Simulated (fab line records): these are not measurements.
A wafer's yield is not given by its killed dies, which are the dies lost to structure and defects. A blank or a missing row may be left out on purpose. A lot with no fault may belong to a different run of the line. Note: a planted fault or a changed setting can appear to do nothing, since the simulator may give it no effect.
Which tool was responsible?	flow sky130	Sampling: 14 lots, 42 wafers, 4 of 708 route steps

## WHAT EACH GAUGE READ, for each wafer
SKY_VT_ADJUST_HVTR_TW_MEAS_11.
lot	measured	on	VT_ADJUST_HVTR_TW
L388	day 9 17:43	film-metro-04	208.7 209.6 210.1
L394	day 11 14:23	film-metro-03	211.5 211.9 212.4
L395	day 11 18:52	film-metro-03	211.4 211.4 211.2
L396	day 12 02:18	film-metro-03	210.6 209.7 210.1
L397	day 12 14:23	film-metro-04	210.9 210.1 211.3
L398	day 12 18:10	film-metro-04	211.4 211.2 212.2
L399	day 13 07:04	film-metro-01	210.9 210.1 210.5
L400	day 13 14:26	film-metro-01	211.3 211.6 212.1
L403	day 14 07:49	film-metro-03	209.6 209.7 209.4
L405	day 15 07:04	film-metro-04	212.2 212.7 212.1
L406	day 15 16:08	film-metro-04	211.8 210.5 211.2
L407	day 15 17:48	film-metro-03	211.5 211.2 210.4
L408	day 15 23:52	film-metro-03	210.9 211.2 210.3
L409	day 16 07:25	film-metro-04	209.9 209.9 210.4

SKY_SD_N_TW_MEAS_12.
lot	measured	on	SD_N_TW
L388	day 28 12:19	film-metro-03	3924 3949 3946
L394	day 30 12:28	film-metro-02	4054 4052 4045
L395	day 30 14:06	film-metro-04	3999 4023 4022
L396	day 30 18:14	film-metro-02	4059 4057 4035
L397	day 31 07:41	film-metro-04	3972 3990 3978
L398	day 31 13:23	film-metro-04	3960 3974 3985
L399	day 32 00:44	film-metro-02	4044 4046 4062
L400	day 32 09:23	film-metro-03	4005 3997 3991
L403	day 33 04:26	film-metro-02	4023 4007 4038
L405	day 34 05:57	film-metro-04	4028 4013 4010
L406	day 34 13:19	film-metro-02	4045 4053 4049
L407	day 34 14:05	film-metro-04	3999 3997 3990
L408	day 34 19:30	film-metro-04	4022 3986 3992
L409	day 35 02:41	film-metro-03	3946 3975 3963

SKY_SD_N_RS_MEAS_16: uses a four-point probe to measure.
lot	measured	on	SD_N_RS (ohm/sq)
L388	day 28 12:37	film-metro-04	68.76 68.59 68.76
L394	day 30 12:47	film-metro-03	68.47 68.62 68.59
L395	day 30 14:23	film-metro-02	68.43 68.42 68.42
L396	day 30 18:31	film-metro-03	68.50 68.62 68.47
L397	day 31 07:58	film-metro-02	68.53 68.47 68.49
L398	day 31 13:40	film-metro-02	68.56 68.35 68.58
L399	day 32 01:01	film-metro-03	68.70 68.68 68.60
L400	day 32 09:46	film-metro-03	68.65 68.49 68.48
L403	day 33 04:43	film-metro-04	68.38 68.55 68.76
L405	day 34 06:14	film-metro-04	68.60 68.67 68.70
L406	day 34 13:37	film-metro-04	68.61 68.49 68.51
L407	day 34 14:23	film-metro-03	68.63 68.57 68.69
L408	day 34 19:49	film-metro-03	68.76 68.56 68.51
L409	day 35 02:58	film-metro-02	68.53 68.43 68.42

## WHICH TOOL RAN EACH LOT (tool, then ch and the chambers of the sampled wafers, then the start)
lot	SKY_LDD_LDN_PEB_05
L388	litho-track-01 ch 0, day 23 10:55
L394	litho-track-04 ch 0, day 25 14:22
L395	litho-track-01 ch 0, day 25 15:09
L396	litho-track-04, day 25 19:31
L397	litho-track-03, day 26 10:15
L398	litho-track-01 ch 0, day 26 16:09
L399	litho-track-01 ch 0, day 27 05:33
L400	litho-track-04 ch 0, day 27 13:25
L403	litho-track-04 ch 0, day 28 10:22
L405	litho-track-01 ch 0, day 29 12:24
L406	litho-track-04 ch 0, day 29 21:14
L407	litho-track-04 ch 0, day 29 22:25
L408	litho-track-03 ch 0, day 30 05:23
L409	litho-track-01 ch 0, day 30 12:49
- SKY_LDD_LDN_PEB_05

## AS READ BY THE TOOLS THEMSELVES (means over the sampled wafers that have a number; for cases with no such wafer, the mark the record gives instead)
SKY_LDD_LDN_PEB_05.
lot	tool	exhaust-pa (Pa)
L388	litho-track-01	45.8
L394	litho-track-04	44.7
L395	litho-track-01	44.5
L396	litho-track-04	-
L397	litho-track-03	-
L398	litho-track-01	45.6
L399	litho-track-01	45.4
L400	litho-track-04	45.6
L403	litho-track-04	46.2
L405	litho-track-01	44.9
L406	litho-track-04	44.4
L407	litho-track-04	44.2
L408	litho-track-03	45.7
L409	litho-track-01	45.9

## THE ANSWER, worked out from the rows above alone
Rule: the lots themselves supply what counts as usual. The widest of any qualifying gaps counts: lots, ordered by their means at a reading, are off when they make up no more than a third of the lots, leave a main group of 4 or more, and stand apart from it by 3 or more times the standard deviation of that group's means. Not used: any main group whose means are identical at the precision the tables above print for the reading. A lot without any number at a reading at which 4 lots or more have one is off too. All remaining lots with rows at the step are treated as sound. After the gauges, taken in route order, come the tools' own readings; for these a lot's mean is taken, as printed above. At the first step where some lot is off, the reading lying furthest off is the one used; lots without a number count as furthest.
Off: L396, L397 (SKY_LDD_LDN_PEB_05, exhaust-pa). Without a number there: L396, L397. For the main group the mean is 45.2 Pa and the standard deviation 0.64.
If a tool, at that step or one of the process steps before it, ran each lot that is off and ran no sound lot following the first of them, it fits. None of those tried fits.

## WHAT THE SIMULATOR HAD PUT IN
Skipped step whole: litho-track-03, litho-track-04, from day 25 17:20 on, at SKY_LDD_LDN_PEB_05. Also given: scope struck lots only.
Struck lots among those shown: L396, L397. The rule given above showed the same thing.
